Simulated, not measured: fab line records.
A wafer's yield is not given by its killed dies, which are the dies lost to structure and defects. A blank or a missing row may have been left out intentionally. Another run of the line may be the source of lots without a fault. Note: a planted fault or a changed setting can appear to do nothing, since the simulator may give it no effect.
fab line records -- flow sky130
[record] lots = 4, wafers = 12, lastDay = 48
route steps=708 shown LI_CONTACT@371 LOCAL_INTERCONNECT@387 CONTACT@406 PAD_OPEN@708
lots untouched by any fault: they come from a run of this same line in which no faults occurred
startH: the number of hours between the record's first day and the start of the first shown wafer of the lot -- waitH: hours elapsed since this lot's preceding step -- " same as the row above -- L1.1+2: a single row standing in for several wafers -- - no value, or no start was given -- * or withheld: withheld -- < > ~ a bound
route shown NAME@n: names a module that has steps shown in the file, with the first one's number in the route -- usual: mean/standard deviation of fault-free wafers -- same: alike in all rows -- chamber/n: place in a boat -- sites: the reading at each site -- _std_site: standard deviation across them -- _edge_site: outer sites' mean less inner sites' -- radiusMm: for every site, how far away it sits from the centre of the wafer -- mask NAME#n: copy n -- behind: the last tool/chamber to shape the wafer -- hold: the reason the lot was held/the length of the hold in hours/how it ended -- device: the transistor (n, p or np) that didn't switch -- end of line: tests run on the same wafers once the route is complete -- for a step that has no rows: nothing shown but its recipe -- killed: count of dies lost to structure and defects at first sort (not the wafer's yield) -- map: dies across one wafer; x = killed, . = not, _ = none there
set.NAME: the setting that was run; set.NAME@STEP: the one run at that earlier step -- model.NAME: the simulator's own value behind a step, which no gauge read
lots seen at some steps along the route; tables by step, rows by wafer
services: the hour from which a tool's chamber was out of use, counted from the record's first day as startH (under 0 if before that day), plus the number of hours and why
[[steps]]
[step SKY_LI_CONTACT_EXPOSE_09]
[recipe] maskId = LICM1, na = 0.8, sourceShape = annular, sigmaInner = 0.55, sigmaOuter = 0.85, targetCdNm = 170, doseMj = 38
[step SKY_LI_CONTACT_PEB_10]
[recipe] pebTempC = withheld, pebTimeS = withheld, resist = KrF-thick
[step SKY_LI_CONTACT_DEVELOP_11]
[recipe] developTimeS = 60, resist = KrF-thick, devTempC = 21
[step SKY_LI_CONTACT_ETCH_14]
[recipe] chemistry = N2/H2, target = BARC, ionEnergyEv = 200, sourceW = 500, biasW = 100, pressureMtorr = 30, n2FlowSccm = 100, h2FlowSccm = 200, stopOn = SiO2, timeS = 45.9, targetDepthA = 600
[step SKY_LI_CONTACT_ETCH_15]
[recipe] target = PSG, chemistry = C4F8/O2/Ar, stopOn = Si, taperDeg = 4.15, maskMaterial = KrF-thick, sourceW = 1500, biasW = 1200, pressureMtorr = 40, c4f8FlowSccm = withheld, O2_flow_sccm = 6, Ar_flow_sccm = 300, timeS = withheld, targetDepthA = 6000
[step SKY_LI_CONTACT_STRIP_16]
[recipe] chemistry = O2/N2, powerW = 1400, pressureMtorr = 1500, platenTempC = withheld, o2FlowSccm = 3000, n2FlowSccm = 300, overashFraction = 0.5
[step SKY_LI_CONTACT_CLEAN_17]
[recipe] chemistry = NMP, timeS = 600, tempC = 60, dry = n2Spin
[step SKY_LI_CONTACT_PRE_CLEAN_18]
[recipe] gas = Ar, timeS = 5.6, biasV = 358
[step SKY_LI_CONTACT_SPUTTER_19]
[recipe] material = Ti, targetThkNm = 20, chamberPressurePa = 5, powerW = 2500, substrateTempC = 200, timeS = 106.37
[step SKY_LI_CONTACT_SPUTTER_20]
[recipe] material = TiN, targetThkNm = 20, chamberPressurePa = 5, powerW = 4000, timeS = 80
[step SKY_LI_CONTACT_CVD_21]
[recipe] material = W, targetThkNm = 400, timeS = 120.56, tempC = 400, pressureTorr = 40
[usual] heaterPowerW = 882/180
lot.wafer,tool,chamber,startH,waitH,heaterPowerW
L247.2,cvdW-02,0,741.36,0.0,829
L247.4,cvdW-02,1,741.36,0.0,787
L247.6,cvdW-02,0,741.36,0.0,835
L246.3,cvdW-01,0,744.05,0.1,702
L246.4,cvdW-01,1,744.05,0.1,1191
L246.5,cvdW-01,1,744.05,0.1,1161
L253.2,cvdW-02,1,781.74,0.0,794
L253.4,cvdW-02,0,781.74,0.0,865
L253.6,cvdW-02,0,781.74,0.0,835
L255.3,cvdW-02,0,793.50,0.1,848
L255.4,cvdW-02,1,793.50,0.1,794
L255.6,cvdW-02,1,793.50,0.1,775
[step SKY_LI_CONTACT_CMP_24]
[recipe] stopOn = PSG, tOverpolishS = 20, downForcePsi = 3.5, platenRpm = 60, targetThkNm = 0, padVelocityMS = 0.94248
[step SKY_LOCAL_INTERCONNECT_SPUTTER_00]
[recipe] material = TiN, targetThkNm = 100, tempC = 300, powerW = 6500, timeS = 83.3, chamberPressurePa = 0.4
[step SKY_LOCAL_INTERCONNECT_DEHYDRATE_03]
[recipe] tempC = 200, timeS = 60
[step SKY_LOCAL_INTERCONNECT_HMDS_04]
[recipe] primeTimeS = 60, primeTempC = 120
[step SKY_LOCAL_INTERCONNECT_COAT_05]
[recipe] resist = BARC, tempC = withheld, timeS = withheld, spinRpm = 3000, resistThkNm = 60
[step SKY_LOCAL_INTERCONNECT_COAT_06]
[recipe] resist = KrF-thick, spinRpm = 3000, resistThkNm = 450
[step SKY_LOCAL_INTERCONNECT_SOFTBAKE_07]
[recipe] tempC = 100, timeS = 90, resist = KrF-thick
[step SKY_LOCAL_INTERCONNECT_EXPOSE_08]
[recipe] maskId = LI1M, na = 0.8, sourceShape = annular, sigmaInner = 0.55, sigmaOuter = 0.85, targetCdNm = 170, doseMj = 28
[step SKY_LOCAL_INTERCONNECT_PEB_09]
[recipe] pebTempC = withheld, pebTimeS = withheld, resist = KrF-thick
[step SKY_LOCAL_INTERCONNECT_DEVELOP_10]
[recipe] developTimeS = 60, resist = KrF-thick, devTempC = 21
[step SKY_LOCAL_INTERCONNECT_ETCH_13]
[recipe] chemistry = N2/H2, target = BARC, ionEnergyEv = 200, biasW = 100, pressureMtorr = 30, n2FlowSccm = 100, h2FlowSccm = 200, icpW = 500, stopOn = SiO2, timeS = 45.9, targetDepthA = 600
[step SKY_LOCAL_INTERCONNECT_METAL_ETCH_14]
[recipe] targetDepthNm = 110, stopOn = PSG, chemistry = Cl2/BCl3, target = TiN, resistSidewallDeg = 88, pressureMtorr = 10, icpW = 900, biasW = 48.5, Cl2_flow_sccm = 60, bcl3FlowSccm = 30, timeS = 31.4
[step SKY_LOCAL_INTERCONNECT_STRIP_15]
[recipe] chemistry = O2/N2, powerW = 1400, pressureMtorr = 1500, platenTempC = withheld, o2FlowSccm = 3000, n2FlowSccm = 300, overashFraction = 0.5
[step SKY_LOCAL_INTERCONNECT_STRIP_16]
[recipe] chemistry = postEtchResidueRemover, timeS = 1200, tempC = 72.5
[step SKY_LOCAL_INTERCONNECT_CLEAN_17]
[recipe] chemistry = IPA, timeS = 180, tempC = 25
[step SKY_LOCAL_INTERCONNECT_CLEAN_18]
[recipe] chemistry = O3/DIW, dry = n2Spin
[step SKY_CONTACT_CVD_00]
[recipe] material = Si3N4, targetThkNm = 75, tempC = 400, timeS = withheld, rfW = 450
[step SKY_CONTACT_HDPCVD_02]
[recipe] material = SiO2, targetThkNm = 565, sigmaOpenFrac = 0.3, timeS = 94.2, tempC = 600, sih4FlowSccm = 60, pressureMtorr = 6
[step SKY_CONTACT_CMP_04]
[recipe] material = SiO2, downForcePsi = 4, platenRpm = 60, padVelocityMS = 0.94248
[step SKY_CONTACT_DEHYDRATE_06]
[recipe] tempC = 200, timeS = 60
[step SKY_PAD_OPEN_PROBE_99]
[usual] killed_at_M0_to_M3 = 44/6, killed_at_M4_up = 3.3/2.1, killedAtContacts = 25/5.5, killedAtFrontEnd = 15/4.3, killedDies = 88/9.1, killedOpen = 48/6.6, killedShort = 39/6.7
[same] grossDies = 492, killedAtBackSide = 0, killedAtOther = 0
lot.wafer,tool,chamber,startH,waitH,killed_at_M0_to_M3,killed_at_M4_up,killedAtContacts,killedAtFrontEnd,killedDies,killedOpen,killedShort
L253.2,prober-02,-,1153.37,0.1,47,0,62,12,121,49,33
L253.4,prober-02,-,1153.47,0.2,39,4,68,15,126,45,30
L253.6,prober-02,-,1153.57,0.2,50,3,79,19,151,57,37
L255.3,prober-02,-,1157.17,0.2,36,6,65,15,122,36,36
L255.4,prober-02,-,1157.22,0.2,40,3,68,14,125,49,36
L255.6,prober-02,-,1157.32,0.2,41,8,59,17,125,39,46
// killed by level:class
L253.2 LI_CONTACT:unspecified=39 VIA1:geometricParticle:open=10 VIA3:geometricParticle:open=9 METAL1:geometricParticle:short=8 VIA2:geometricParticle:open=7 LI_CONTACT:geometricParticle:open=6 CONTACT:geometricParticle:open=6 VIA1:geometricParticle:short=6
L253.4 LI_CONTACT:unspecified=51 VIA1:geometricParticle:open=11 VIA3:geometricParticle:open=8 METAL1:geometricParticle:short=6 POLY_GATE:geometricParticle:open=5 LI_CONTACT:geometricParticle:open=5 CONTACT:geometricParticle:short=5 FIELD_ISO:geometricParticle:open=4
L253.6 LI_CONTACT:unspecified=57 VIA1:geometricParticle:open=13 LI_CONTACT:geometricParticle:open=8 VIA2:geometricParticle:open=8 VIA3:geometricParticle:open=8 POLY_GATE:geometricParticle:open=7 CONTACT:geometricParticle:open=6 VIA1:geometricParticle:short=5
L255.3 LI_CONTACT:unspecified=49 VIA1:geometricParticle:open=9 CONTACT:geometricParticle:open=7 VIA1:geometricParticle:short=6 POLY_GATE:geometricParticle:short=5 CONTACT:geometricParticle:short=4 METAL1:geometricParticle:short=4 VIA3:geometricParticle:open=4
L255.4 LI_CONTACT:unspecified=40 VIA2:geometricParticle:open=9 CONTACT:geometricParticle:open=8 LI_CONTACT:geometricParticle:open=7 VIA1:geometricParticle:open=7 METAL2:geometricParticle:short=7 LOCAL_INTERCONNECT:geometricParticle:short=6 METAL1:geometricParticle:short=5
L255.6 LI_CONTACT:unspecified=39 VIA1:geometricParticle:open=10 METAL1:geometricParticle:short=9 METAL4:geometricParticle:short=8 LI_CONTACT:geometricParticle:open=5 CONTACT:geometricParticle:open=5 VIA3:geometricParticle:open=5 FIELD_ISO:geometricParticle:short=4
// map L253.6 (x killed, . not)
__________..xx.x...._________
________...x....x....._______
______.x.....x.x.....x.x_____
_____....................____
____x...x...x.x..x........___
___xxxx...xx...x.x.......x.__
__....x.........x.....x...x._
_...x....xxx.............xx.x
_x..x.x.....x.x.x....xxxxxxxx
_..x.xx...x..x.x.....xxxxxxxx
_.xxx..x....x.x.....x.xxxxxxx
_.x.x....x.x..x.x.x.xxxxxxxxx
_............x........xxxxxxx
_..x.x..xx.........x..xxxxxxx
_x.....x........x.x...xxxxxxx
__.x......x..x.........xx..._
___x..x....x....x......x.x.__
____.xx...x........x....x.___
_____x....x.......x......____
______.x....x........x.._____
________......x.x....._______
__________....x..x.x_________
// map L255.4 (x killed, . not)
__________...x......_________
________......x...x..._______
______.......x........x._____
_____..............x.....____
____....x......x......xx.x___
___....xx...x.....x.x.x..x.__
__x.........x....x.........._
_....x.....x...........xx..x.
_.x..xx.x..x.................
_..xx..........xx............
_....x....xxxx....x...xxx..x.
_x....x..x........x.....xxxxx
_.....x.x.....x.x..x...xxxxxx
_..xx...........x.x..xxxxxxxx
_.x..x......x.x......xxxxxxxx
__..x.......x.........xxxxxx_
___..x.....xx.x....xxxxxxxx__
____.x.x..x............xxx___
_____......xx.........x.x____
______......xx.........._____
________.......xx...x._______
__________.........x_________
[[services]]
tool,chamber,startH,hours,kind
cvdW-01,0,761.04,7.4,repair
[[key]]
[firstSign] step = SKY_PAD_OPEN_PROBE_99, reading = killedAtContacts, direction = up, sigmas = 7.6, usual = 25, struck = 67
[effect] step = SKY_PAD_OPEN_PROBE_99, reading = killedDies, direction = up, sigmas = 4.5, usual = 88, struck = 128
metAt SKY_LI_CONTACT_CVD_21
struckWafers L253.2,L253.4,L253.6,L255.3,L255.4,L255.6
testerLeftOut L253,L255
onsetBetween 741.36 781.74
alsoFits time
[fault] kind = chamberParticleSource, tool = cvdW-02, chamber = -, onsetH = 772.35, steps = SKY_LI_CONTACT_CVD_21, ratePerVisitCm2 = 1.0125, endH = 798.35
// testerLeftOut: of these lots the tester's yield and bins aren't shown, on N5 and GAA mostly nor the transistor test; their killed dies are dies lost to structure and defects alone, not to doping, threshold or leakage, so they don't give the yield
